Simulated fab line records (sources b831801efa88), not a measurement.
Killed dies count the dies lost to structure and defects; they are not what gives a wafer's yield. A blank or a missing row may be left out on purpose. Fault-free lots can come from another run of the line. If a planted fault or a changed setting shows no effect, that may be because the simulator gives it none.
fab line records -- flow gf180mcu
record lots=15, wafers=45, last_day=34
route steps=602 shown SAB@274 M1@327 V1@336 M2@362
lots with no fault: from the same line, run without faults
start_h: start of the lot's first displayed wafer, in hours after the record's first day -- wait_h: how many hours have passed since the lot's step before this one -- " as in the row above -- L1.1+2: a row that stands for several wafers -- - no value, or no start given -- * or withheld: withheld -- < > ~ a bound
route shown NAME@n: NAME is a module with steps in the file, n the number in the route of the first one -- usual: average and standard deviation across the fault-free wafers -- same: alike in all rows -- chamber/n: place in a boat -- sites: per-site readings -- _std_site: standard deviation of those values -- _edge_site: mean of outer sites minus mean of inner sites -- radius_mm: how far each site lies from the wafer's centre -- mask NAME#n: copy n -- behind: the most recent tool/chamber to have shaped the wafer -- hold: what put the lot on hold/how long, in hours/how the hold closed -- device: the n, p or np transistor that did not switch -- end of line: tests of these same wafers at the route's end -- a step given without rows: its recipe and nothing more -- killed: dies lost to structure and defects at the first sort, not the wafer's yield -- map: a wafer's dies, x killed, . not, _ none there
set.NAME: the setting as run; set.NAME@STEP: as run at that earlier step -- model.NAME: the simulator's own value behind a step, which no gauge read
the route's steps for a sample of lots (tables are steps, rows are wafers)
services: from which hour (start_h, from the record's first day; less than 0 if before it) a tool's chamber was out of use, for how many hours, and why
## steps
# step GF_SAB_OVL_MEAS_10
# usual SAB_OVL=0.5/1.4
lot.wafer,tool,chamber,start_h,wait_h,SAB_OVL[nm]
L393.1,overlay-02,-,340.41,0.1,1.3
L393.2,overlay-02,-,340.41,0.1,0.6
L393.5,overlay-02,-,340.41,0.1,-0.1
L394.2,overlay-01,-,348.37,0.1,1.5
L394.3,overlay-01,-,348.37,0.1,-0.7
L394.6,overlay-01,-,348.37,0.1,0.6
L395.3,overlay-01,-,355.82,0.1,2.6
L395.4,overlay-01,-,355.82,0.1,1.0
L395.5,overlay-01,-,355.82,0.1,1.3
L396.1,overlay-01,-,364.66,0.1,0.8
L396.2,overlay-01,-,364.66,0.1,1.4
L396.4,overlay-01,-,364.66,0.1,0.2
L397.2,overlay-02,-,376.21,0.1,-0.4
L397.3,overlay-02,-,376.21,0.1,-0.9
L397.6,overlay-02,-,376.21,0.1,-0.2
L398.1,overlay-01,-,386.56,0.1,0.3
L398.4,overlay-01,-,386.56,0.1,0.0
L398.5,overlay-01,-,386.56,0.1,0.3
L399.1,overlay-01,-,391.51,0.1,1.1
L399.2,overlay-01,-,391.51,0.1,0.1
L399.5,overlay-01,-,391.51,0.1,0.3
L400.1,overlay-01,-,403.16,0.1,3.7
L400.3,overlay-01,-,403.16,0.1,2.2
L400.5,overlay-01,-,403.16,0.1,1.7
L401.1,overlay-02,-,410.11,0.1,-1.1
L401.3,overlay-02,-,410.11,0.1,0.0
L401.5,overlay-02,-,410.11,0.1,0.8
L402.2,overlay-01,-,418.57,0.1,0.0
L402.3,overlay-01,-,418.57,0.1,-0.3
L402.5,overlay-01,-,418.57,0.1,0.2
L403.3,overlay-02,-,433.97,0.1,1.5
L403.5,overlay-02,-,433.97,0.1,3.3
L403.6,overlay-02,-,433.97,0.1,3.8
L411.3,overlay-02,-,504.07,0.1,0.1
L411.4,overlay-02,-,504.07,0.1,-1.4
L411.5,overlay-02,-,504.07,0.1,0.3
L412.2,overlay-02,-,508.96,0.1,0.8
L412.3,overlay-02,-,508.96,0.1,1.5
L412.4,overlay-02,-,508.96,0.1,3.7
L413.2,overlay-02,-,514.66,0.1,2.0
L413.4,overlay-02,-,514.66,0.1,0.6
L413.5,overlay-02,-,514.66,0.1,0.6
L414.1,overlay-02,-,521.36,0.1,0.3
L414.2,overlay-02,-,521.36,0.1,0.4
L414.4,overlay-02,-,521.36,0.1,1.5
# step GF_M1_PEB_12
# recipe peb_temp_c=135, peb_time_s=90, resist=KrF
# usual chill_plate_temp_C=22.97/0.093, exhaust_pa=44.7/0.82
lot.wafer,tool,chamber,start_h,wait_h,chill_plate_temp_C,exhaust_pa
L393.1,litho_track-03,0,387.69,-,23.05,45.9
L393.2,litho_track-03,0,387.69,-,22.84,44.0
L393.5,litho_track-03,0,387.69,-,22.99,45.4
L394.2,litho_track-03,0,395.93,-,23.05,44.4
L394.3,litho_track-03,0,395.93,-,22.92,43.6
L394.6,litho_track-03,0,395.93,-,22.97,45.2
L395.3,litho_track-02,0,404.21,-,22.78,44.1
L395.4,litho_track-02,0,404.21,-,23.07,44.9
L395.5,litho_track-02,0,404.21,-,22.90,45.7
L396.1,litho_track-02,0,413.55,-,22.97,44.9
L396.2,litho_track-02,0,413.55,-,22.98,46.2
L396.4,litho_track-02,0,413.55,-,22.89,45.9
L397.2,litho_track-02,0,425.48,-,23.16,43.6
L397.3,litho_track-02,0,425.48,-,23.06,44.9
L397.6,litho_track-02,0,425.48,-,23.05,45.4
L398.1,litho_track-01,0,435.74,-,23.05,44.9
L398.4,litho_track-01,0,435.74,-,23.01,44.8
L398.5,litho_track-01,0,435.74,-,23.17,45.6
L399.1,litho_track-03,0,442.19,-,22.80,44.9
L399.2,litho_track-03,0,442.19,-,22.93,46.0
L399.5,litho_track-03,0,442.19,-,22.82,44.5
L400.1,litho_track-02,0,454.79,-,23.03,45.6
L400.3,litho_track-02,0,454.79,-,22.93,45.1
L400.5,litho_track-02,0,454.79,-,23.01,45.2
L401.1,litho_track-03,-,460.89,-,-,-
L401.3,litho_track-03,-,460.89,-,-,-
L401.5,litho_track-03,-,460.89,-,-,-
L402.2,litho_track-01,-,470.87,-,-,-
L402.3,litho_track-01,-,470.87,-,-,-
L402.5,litho_track-01,-,470.87,-,-,-
L403.3,litho_track-03,-,485.01,-,-,-
L403.5,litho_track-03,-,485.01,-,-,-
L403.6,litho_track-03,-,485.01,-,-,-
L411.3,litho_track-01,0,553.75,-,23.06,44.0
L411.4,litho_track-01,0,553.75,-,23.03,44.6
L411.5,litho_track-01,0,553.75,-,23.03,44.5
L412.2,litho_track-01,0,557.82,-,22.96,43.8
L412.3,litho_track-01,0,557.82,-,23.11,44.4
L412.4,litho_track-01,0,557.82,-,23.07,45.0
L413.2,litho_track-01,0,563.97,-,22.90,44.5
L413.4,litho_track-01,0,563.97,-,23.01,44.1
L413.5,litho_track-01,0,563.97,-,22.96,43.4
L414.1,litho_track-02,0,569.44,-,22.91,44.7
L414.2,litho_track-02,0,569.44,-,22.93,44.9
L414.4,litho_track-02,0,569.44,-,22.99,44.5
# step GF_V1_THK_MEAS_01
# recipe reads=SiO2_of_V1_CVD_00
# usual V1_CVD_00_THK=599/7.5
lot.wafer,tool,chamber,start_h,wait_h,V1_CVD_00_THK[nm]
L393.1,film_metro-04,-,388.93,0.0,609
L393.2,film_metro-04,-,388.93,0.0,603
L393.5,film_metro-04,-,388.93,0.0,602
L394.2,film_metro-03,-,397.15,0.0,601
L394.3,film_metro-03,-,397.15,0.0,612
L394.6,film_metro-03,-,397.15,0.0,592
L395.3,film_metro-03,-,405.41,0.1,603
L395.4,film_metro-03,-,405.41,0.1,613
L395.5,film_metro-03,-,405.41,0.1,592
L396.1,film_metro-03,-,414.79,0.0,592
L396.2,film_metro-03,-,414.79,0.0,601
L396.4,film_metro-03,-,414.79,0.0,598
L397.2,film_metro-02,-,426.70,0.0,594
L397.3,film_metro-02,-,426.70,0.0,602
L397.6,film_metro-02,-,426.70,0.0,601
L398.1,film_metro-02,-,437.05,0.1,589
L398.4,film_metro-02,-,437.05,0.1,607
L398.5,film_metro-02,-,437.05,0.1,600
L399.1,film_metro-02,-,443.50,0.1,605
L399.2,film_metro-02,-,443.50,0.1,605
L399.5,film_metro-02,-,443.50,0.1,598
L400.1,film_metro-02,-,456.04,0.0,590
L400.3,film_metro-02,-,456.04,0.0,579
L400.5,film_metro-02,-,456.04,0.0,601
L411.3,film_metro-04,-,554.94,0.1,603
L411.4,film_metro-04,-,554.94,0.1,596
L411.5,film_metro-04,-,554.94,0.1,597
L412.2,film_metro-03,-,559.03,0.0,601
L412.3,film_metro-03,-,559.03,0.0,597
L412.4,film_metro-03,-,559.03,0.0,606
L413.2,film_metro-03,-,565.18,0.0,600
L413.4,film_metro-03,-,565.18,0.0,598
L413.5,film_metro-03,-,565.18,0.0,605
L414.1,film_metro-03,-,570.68,0.0,599
L414.2,film_metro-03,-,570.68,0.0,607
L414.4,film_metro-03,-,570.68,0.0,603
# step GF_M2_SPUTTER_00
# recipe material=Ti, target_thk_nm=37.5, arriving_ion_energy_ev=80, substrate_temp_c=200, chamber_pressure_pa=2, power_w=4000, time_s=150
# usual throttle_valve_pct=29.8/0.64
# same time_s=150
lot.wafer,tool,chamber,start_h,wait_h,throttle_valve_pct
L393.1,pvd_sputter-02,-,414.88,0.1,29.7
L393.2,pvd_sputter-02,-,414.88,0.1,29.5
L393.5,pvd_sputter-02,-,414.88,0.1,29.5
L394.2,pvd_sputter-02,-,423.55,0.1,29.2
L394.3,pvd_sputter-02,-,423.55,0.1,29.4
L394.6,pvd_sputter-02,-,423.55,0.1,29.7
L395.3,pvd_sputter-03,-,431.27,0.1,28.9
L395.4,pvd_sputter-03,-,431.27,0.1,29.8
L395.5,pvd_sputter-03,-,431.27,0.1,29.5
L396.1,pvd_sputter-02,-,441.54,0.1,31.1
L396.2,pvd_sputter-02,-,441.54,0.1,30.0
L396.4,pvd_sputter-02,-,441.54,0.1,29.5
L397.2,pvd_sputter-04,-,452.90,0.1,30.5
L397.3,pvd_sputter-04,-,452.90,0.1,29.2
L397.6,pvd_sputter-04,-,452.90,0.1,29.2
L398.1,pvd_sputter-02,-,463.70,0.2,29.3
L398.4,pvd_sputter-02,-,463.70,0.2,30.1
L398.5,pvd_sputter-02,-,463.70,0.2,29.4
L399.1,pvd_sputter-02,-,470.14,0.2,31.1
L399.2,pvd_sputter-02,-,470.14,0.2,29.5
L399.5,pvd_sputter-02,-,470.14,0.2,29.6
L400.1,pvd_sputter-04,-,482.41,0.2,29.7
L400.3,pvd_sputter-04,-,482.41,0.2,30.5
L400.5,pvd_sputter-04,-,482.41,0.2,30.4
L411.3,pvd_sputter-04,-,579.10,0.2,29.2
L411.4,pvd_sputter-04,-,579.10,0.2,29.9
L411.5,pvd_sputter-04,-,579.10,0.2,30.1
L412.2,pvd_sputter-04,-,582.55,0.2,30.3
L412.3,pvd_sputter-04,-,582.55,0.2,29.6
L412.4,pvd_sputter-04,-,582.55,0.2,29.2
L413.2,pvd_sputter-04,-,588.75,0.2,30.6
L413.4,pvd_sputter-04,-,588.75,0.2,29.3
L413.5,pvd_sputter-04,-,588.75,0.2,29.4
L414.1,pvd_sputter-04,-,594.35,0.1,29.3
L414.2,pvd_sputter-04,-,594.35,0.1,29.6
L414.4,pvd_sputter-04,-,594.35,0.1,29.2
## services
tool,chamber,start_h,hours,kind
pvd_sputter-02,-,377.52,1.6,repair
pvd_sputter-03,-,421.17,4.7,repair
pvd_sputter-02,-,494.81,1.5,repair
pvd_sputter-02,-,527.28,3.8,repair
pvd_sputter-02,-,542.72,1.8,repair
pvd_sputter-03,-,579.51,0.5,repair
## key
first_sign step=GF_M1_PEB_12, reading=tool_record, direction=missing
effect none on later readings
met_at GF_M1_PEB_12
struck_lots L401,L402,L403
later_rows_left_out L401.1,L401.3,L401.5,L402.2,L402.3,L402.5,L403.3,L403.5,L403.6
sort_left_out L401.1,L401.3,L401.5,L402.2,L402.3,L402.5,L403.3,L403.5,L403.6
not_acting_at GF_SAB_OVL_MEAS_10,GF_V1_THK_MEAS_01,GF_M2_SPUTTER_00
onset_between 442.19 460.89
fault kind=skipped_step_whole, tool=litho_track-01,litho_track-03, chamber=-, onset_h=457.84, steps=GF_M1_PEB_12, scope=struck_lots_only
# sort_left_out: the simulated sort isn't trusted on such a fault, so these wafers' sort isn't shown, and their yield isn't known
# later_rows_left_out: the simulator's readings of these wafers behind a module that went badly wrong aren't trusted and aren't shown, but for the sort
